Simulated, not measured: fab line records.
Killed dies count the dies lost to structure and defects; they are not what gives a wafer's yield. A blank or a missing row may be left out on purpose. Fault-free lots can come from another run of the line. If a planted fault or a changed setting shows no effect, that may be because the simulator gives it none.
A single fault, viewed from 2 desks :: flow sky130 :: numbers are kept per desk, each desk with only its own; the story behind them comes last

== METROLOGY DESK ==
Lot by lot, what the gauges showed, no matter which tool ran the lot: averages of those sampled wafers that carry a number. A lot is out of limits, marked OUT, if its mean lies more than 4 standard deviations from the usual mean; the brackets give that distance.
Columns: A = FIELD_ISO_OXIDATION_01_THK at SKY_FIELD_ISO_THK_MEAS_23, usual 10.00 nm; B = NWELL_OXIDATION_THK at SKY_NWELL_THK_MEAS_02, usual 10.00 nm; C = cd nm at SKY_VT_ADJUST_NCORE_CD_MEAS_07, usual 379.1 nm
lot: L534
first seen here: day 2 13:49
A: 9.78
B: 9.95
C: 379.7

lot: L535
first seen here: day 2 19:49
A: 10.16
B: 9.87
C: 380.2

lot: L536
first seen here: day 3 01:30
A: 10.28
B: 10.23
C: 377.6

lot: L537
first seen here: day 3 07:06
A: 10.06
B: 10.29
C: 376.2

lot: L538
first seen here: day 3 11:08
A: 9.88
B: 9.83
C: 383.4

lot: L539
first seen here: day 3 17:47
A: 10.08
B: 9.97
C: 379.3

lot: L541
first seen here: day 4 02:22
A: 9.78
B: 10.07
C: 380.3

lot: L546
first seen here: day 5 07:40
A: 9.91
B: 10.25
C: 358.8 (-7.8) OUT

lot: L548
first seen here: day 5 15:16
A: 9.91
B: 9.80
C: 377.6

lot: L555
first seen here: day 7 02:04
A: 10.28
B: 10.08
C: 377.8

lot: L556
first seen here: day 7 06:58
A: 9.87
B: 10.35
C: 378.7
This desk's finding: out of limits on L546; first on L546, day 12 15:32 (cd nm at SKY_VT_ADJUST_NCORE_CD_MEAS_07). L534, L535, L536, L537, L538, L539, L541, L548, L555, L556 stayed within limits.

== DESK OF THE TOOL OWNER: iline stepper-02 ==
The tool's own readings at SKY_VT_ADJUST_NCORE_EXPOSE_04 (exposes mask LVTN COMPLEMENT THIN, target cd 380 nm): means of the sampled wafers that have a number, for each lot that ran on this tool. A lot is out of limits, marked OUT, if its mean lies more than 4 standard deviations from the usual mean; the brackets give that distance.
Columns: A = exposure dose mJ cm2 at SKY_VT_ADJUST_NCORE_EXPOSE_04, usual 138.97; B = stage vel mm s at SKY_VT_ADJUST_NCORE_EXPOSE_04, usual 499.98 mm/s
lot: L536
first seen here: day 9 03:56
A: 138.91
B: 499.92

lot: L537
first seen here: day 9 12:35
A: 138.96
B: 500.10

lot: L546
first seen here: day 12 03:23
A: 140.43 (+11) OUT
B: 500.06

lot: L555
first seen here: day 14 12:55
A: 138.96
B: 500.14
This desk's finding: out of limits on L546; first on L546, day 12 03:23 (exposure dose mJ cm2 at SKY_VT_ADJUST_NCORE_EXPOSE_04). L536, L537, L555 stayed within limits.

== PUT TOGETHER ==
At day 12 03:23, on L546, the tool owner's desk was in a position to raise an alarm.
On L546, the metrology desk was in a position to raise an alarm at day 12 15:32.
Of the lots named, all ran SKY_VT_ADJUST_NCORE_EXPOSE_04 on iline stepper-02.

== WHAT WAS PUT IN BY THE SIMULATOR ==
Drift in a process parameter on iline stepper-02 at SKY_VT_ADJUST_NCORE_EXPOSE_04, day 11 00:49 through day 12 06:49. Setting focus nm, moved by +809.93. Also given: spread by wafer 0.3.
Struck lots among those shown: L546.
Time in hours from fault onset to the first out-of-limits reading at each desk: tool owner's desk 27, metrology desk 39.
